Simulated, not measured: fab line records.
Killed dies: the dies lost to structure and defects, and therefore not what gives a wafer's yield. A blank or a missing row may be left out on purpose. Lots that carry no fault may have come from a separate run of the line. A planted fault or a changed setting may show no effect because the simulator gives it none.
Which tool was responsible? + flow gf180mcu + 13 lots with 39 wafers sampled at 2 steps, on a route of 602 steps

WHAT THE GAUGES SHOWED, per wafer
GF_V4_CD_MEAS_14 targets a cd of 260 nm.
| lot  | measured     | on       | cdNm (nm)         |
|------|--------------|----------|-------------------|
| L740 | day 24 10:38 | cdSem-01 | 259.5 259.6 261.2 |
| L741 | day 24 18:36 | cdSem-01 | 260.5 261.0 260.7 |
| L742 | day 25 03:26 | cdSem-02 | 260.8 262.0 261.0 |
| L743 | day 25 16:08 | cdSem-01 | 261.2 259.9 259.7 |
| L745 | day 26 05:44 | cdSem-01 | 259.8 258.7 259.2 |
| L746 | day 26 13:05 | cdSem-01 | 259.6 260.1 260.2 |
| L747 | day 26 16:48 | cdSem-01 | 260.2 259.4 260.1 |
| L750 | day 27 14:22 | cdSem-02 | 261.6 261.8 261.4 |
| L751 | day 28 04:25 | cdSem-02 | 257.3 258.9 258.7 |
| L752 | day 28 10:19 | cdSem-02 | 258.5 259.7 259.2 |
| L761 | day 30 19:14 | cdSem-01 | 259.8 259.3 259.5 |
| L762 | day 31 03:17 | cdSem-01 | 261.7 260.2 262.0 |
| L763 | day 31 09:40 | cdSem-01 | 260.3 260.0 259.9 |

GF_V4_RS_MEAS_24: the measuring method here is four-point-probe.
| lot  | measured     | on           | V4_W_RS (ohm/sq)  |
|------|--------------|--------------|-------------------|
| L740 | day 24 11:40 | filmMetro-02 | 0.331 0.330 0.324 |
| L741 | day 24 19:43 | filmMetro-02 | 0.322 0.327 0.327 |
| L742 | day 25 04:28 | filmMetro-01 | 0.329 0.329 0.330 |
| L743 | day 25 17:10 | filmMetro-01 | 0.327 0.332 0.330 |
| L745 | day 26 06:46 | filmMetro-01 | 0.332 0.333 0.330 |
| L746 | day 26 14:09 | filmMetro-04 | 0.329 0.327 0.330 |
| L747 | day 26 17:52 | filmMetro-04 | 0.330 0.329 0.327 |
| L750 | day 27 15:26 | filmMetro-02 | 0.330 0.333 0.326 |
| L751 | day 28 05:32 | filmMetro-01 | 0.335 0.331 0.332 |
| L752 | day 28 11:21 | filmMetro-04 | 0.327 0.329 0.326 |
| L761 | day 30 20:21 | filmMetro-02 | 0.336 0.332 0.335 |
| L762 | day 31 04:44 | filmMetro-02 | 0.327 0.326 0.328 |
| L763 | day 31 10:47 | filmMetro-02 | 0.328 0.335 0.330 |

EACH LOT AND THE TOOL THAT RAN IT (in order: tool; ch and the chambers of the sampled wafers; start)
Before these readings, the record contains no process step.

AS READ BY THE TOOLS THEMSELVES (means over the sampled wafers that have a number; for cases with no such wafer, the mark the record gives instead)
The record holds no such reading with a usual standard deviation.

THE ANSWER, worked out from the rows above alone
Rule: what is usual is taken from the lots themselves. The widest of any qualifying gaps counts: lots, ordered by their means at a reading, are off when they make up no more than a third of the lots, leave a main group of 4 or more, and stand apart from it by 3 or more times the standard deviation of that group's means. Not used: any main group whose means are identical at the precision the tables above print for the reading. Also off: a lot with no number at a reading for which 4 or more lots have one. Where the step has rows for the other lots, those lots are counted as sound. First the gauges in route order, then the tools' own readings, where a lot's mean is used as printed above. At the first step where some lot is off, the reading lying furthest off is the one used; lots without a number count as furthest.
No lot is off at any reading shown: from this, nothing can be told.

WHAT WAS PUT IN BY THE SIMULATOR
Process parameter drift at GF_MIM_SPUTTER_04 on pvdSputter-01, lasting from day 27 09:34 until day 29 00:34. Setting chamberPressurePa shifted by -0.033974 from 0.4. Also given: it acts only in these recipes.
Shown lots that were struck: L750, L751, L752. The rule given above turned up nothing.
